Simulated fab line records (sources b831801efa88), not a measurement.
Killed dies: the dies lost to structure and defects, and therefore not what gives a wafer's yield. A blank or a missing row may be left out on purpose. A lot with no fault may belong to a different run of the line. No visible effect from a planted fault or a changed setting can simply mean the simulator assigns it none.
The tool behind it: which one? | flow gf180mcu | Sampling: 13 lots, 39 wafers, 4 of 602 route steps

## WHAT THE GAUGES SHOWED, per wafer
GF_STI_THK_MEAS_04.
lot  | measured    | on           | STI_CVD_03_THK (nm)
L483 | day 1 13:49 | filmMetro-04 | 207.7 206.5 206.8
L484 | day 1 18:43 | filmMetro-04 | 204.8 205.5 203.6
L485 | day 1 23:35 | filmMetro-04 | 206.0 205.7 204.2
L486 | day 2 04:34 | filmMetro-04 | 208.0 206.4 208.3
L487 | day 2 09:44 | filmMetro-01 | 210.7 211.5 212.8
L488 | day 2 14:34 | filmMetro-04 | 207.7 208.6 207.5
L489 | day 2 21:17 | filmMetro-01 | 208.1 209.6 208.9
L490 | day 3 02:22 | filmMetro-01 | 210.2 209.2 209.1
L498 | day 4 16:34 | filmMetro-04 | 207.8 208.3 207.9
L499 | day 4 21:37 | filmMetro-01 | 210.3 209.4 210.4
L501 | day 5 07:39 | filmMetro-04 | 204.7 205.2 204.4
L503 | day 5 17:34 | filmMetro-04 | 206.7 206.2 207.6
L506 | day 6 08:41 | filmMetro-04 | 207.2 206.5 205.9

GF_VT_IMPLANT_TW_MEAS_32.
lot  | measured     | on           | VT_IMPLANT_3_TW
L483 | day 6 23:02  | filmMetro-03 | 269.6 267.3 267.8
L484 | day 7 03:27  | filmMetro-04 | 273.0 271.1 270.2
L485 | day 7 16:39  | filmMetro-03 | 268.0 268.7 266.7
L486 | day 7 21:35  | filmMetro-03 | 268.9 269.1 269.4
L487 | day 8 01:41  | filmMetro-03 | 268.4 268.2 267.2
L488 | day 8 13:14  | filmMetro-04 | 271.5 272.0 271.3
L489 | day 8 14:08  | filmMetro-04 | 271.6 271.0 270.2
L490 | day 9 00:26  | filmMetro-04 | 270.6 270.2 270.7
L498 | day 11 00:51 | filmMetro-04 | 145.5 144.8 145.0
L499 | day 11 02:40 | filmMetro-03 | 144.5 144.1 144.8
L501 | day 11 17:26 | filmMetro-03 | 269.6 270.2 269.8
L503 | day 12 06:35 | filmMetro-04 | 269.3 271.5 270.5
L506 | day 13 03:41 | filmMetro-02 | 266.6 265.0 265.3

GF_VT_IMPLANT_RS_MEAS_49: uses a four-point probe to measure.
lot  | measured     | on           | MVPSD_RS (ohm/sq)
L483 | day 7 15:22  | filmMetro-02 | 1167.7 1165.7 1168.0
L484 | day 7 19:59  | filmMetro-03 | 1170.5 1167.3 1163.2
L485 | day 8 09:32  | filmMetro-01 | 1171.5 1170.1 1169.9
L486 | day 8 15:00  | filmMetro-03 | 1166.7 1172.7 1166.7
L487 | day 8 18:28  | filmMetro-01 | 1170.2 1165.0 1170.9
L488 | day 9 06:20  | filmMetro-03 | 1167.9 1168.3 1165.3
L489 | day 9 07:15  | filmMetro-01 | 1171.6 1171.8 1172.3
L490 | day 9 18:14  | filmMetro-02 | 1166.2 1168.6 1169.8
L498 | day 11 20:34 | filmMetro-01 | 1175.0 1170.4 1171.8
L499 | day 11 21:30 | filmMetro-03 | 1170.5 1169.7 1167.2
L501 | day 12 13:04 | filmMetro-03 | 1171.0 1175.4 1173.5
L503 | day 13 02:44 | filmMetro-02 | 1164.3 1166.0 1165.7
L506 | day 14 00:01 | filmMetro-03 | 1170.9 1168.6 1170.8

## WHICH TOOL RAN EACH LOT (tool, then ch and the chambers of the sampled wafers, then the start)
lot  | GF_VT_IMPLANT_IMPLANT_30
L483 | implanter-01 ch 0, day 6 22:48
L484 | implanter-01 ch 0, day 7 03:13
L485 | implanter-03 ch 0, day 7 16:26
L486 | implanter-01 ch 0, day 7 21:20
L487 | implanter-01 ch 0, day 8 01:27
L488 | implanter-02 ch 0, day 8 12:59
L489 | implanter-03 ch 0, day 8 13:53
L490 | implanter-03 ch 0, day 9 00:11
L498 | implanter-03 ch 0, day 11 00:37
L499 | implanter-03 ch 0, day 11 02:25
L501 | implanter-01 ch 0, day 11 17:12
L503 | implanter-02 ch 0, day 12 06:21
L506 | implanter-01 ch 0, day 13 03:26
- GF_VT_IMPLANT_IMPLANT_30

## WHAT THE TOOLS THEMSELVES READ (means of the sampled wafers that have a number; where no wafer has one, the mark that the record gives instead)
GF_VT_IMPLANT_IMPLANT_30.
lot  | tool         | doseIonsCm2 | faradayCurrentUA
L483 | implanter-01 | 2.5314e+12  | 14.62
L484 | implanter-01 | 2.5303e+12  | 14.50
L485 | implanter-03 | 2.5321e+12  | 14.58
L486 | implanter-01 | 2.5360e+12  | 14.31
L487 | implanter-01 | 2.5344e+12  | 14.36
L488 | implanter-02 | 2.5340e+12  | 14.42
L489 | implanter-03 | 2.5377e+12  | 14.24
L490 | implanter-03 | 2.5372e+12  | 14.04
L498 | implanter-03 | 2.7037e+11  | 1.54
L499 | implanter-03 | 2.7277e+11  | 1.54
L501 | implanter-01 | 2.5325e+12  | 14.35
L503 | implanter-02 | 2.5354e+12  | 14.37
L506 | implanter-01 | 2.5359e+12  | 14.32

## THE ANSWER, worked out from the rows above alone
Rule: the usual values come from the lots themselves. The widest of any qualifying gaps counts: lots, ordered by their means at a reading, are off when they make up no more than a third of the lots, leave a main group of 4 or more, and stand apart from it by 3 or more times the standard deviation of that group's means. A main group is skipped when, at the precision printed for the reading in the tables above, its means are all equal. A lot without any number at a reading at which 4 lots or more have one is off too. Any other lot the step has rows for is counted as sound. Order of review: gauges by route order, followed by the tools' own readings, for which a lot's mean as printed above is used. The first step at which some lot is off is used, and at that step the reading that is off furthest; a lot without a number counts as furthest.
Off: L498, L499, at GF_VT_IMPLANT_TW_MEAS_32 (VT_IMPLANT_3_TW). For the main group the mean is 269.4 and the standard deviation 1.8.
A tool fits if, at a process step before that reading, it ran every lot that is off, and no sound lot after the first of them. Not tried: the gauges at GF_VT_IMPLANT_TW_MEAS_32; whatever is off there is also off at GF_VT_IMPLANT_IMPLANT_30, on other tools, and gauge error can't account for it. One candidate fits, namely implanter-03 at GF_VT_IMPLANT_IMPLANT_30. A fault onset in the window from L490 (day 9 00:11, its last sound lot) to L498 (day 11 00:37, its first lot off) fits.
The tool's own readings at GF_VT_IMPLANT_IMPLANT_30 bear it out: on the lots that are off they differ by more than 5 times the standard deviation of the sound lots' means. doseIonsCm2 reads 2.7157e+11 there against 2.5343e+12 on the sound lots; faradayCurrentUA reads 1.54 there against 14.37 on the sound lots.

## WHAT WAS PUT IN BY THE SIMULATOR
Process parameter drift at GF_VT_IMPLANT_IMPLANT_30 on implanter-03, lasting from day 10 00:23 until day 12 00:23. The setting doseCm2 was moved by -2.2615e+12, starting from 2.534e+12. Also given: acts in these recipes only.
Shown lots that were struck: L498, L499. The rule above reached the same finding.
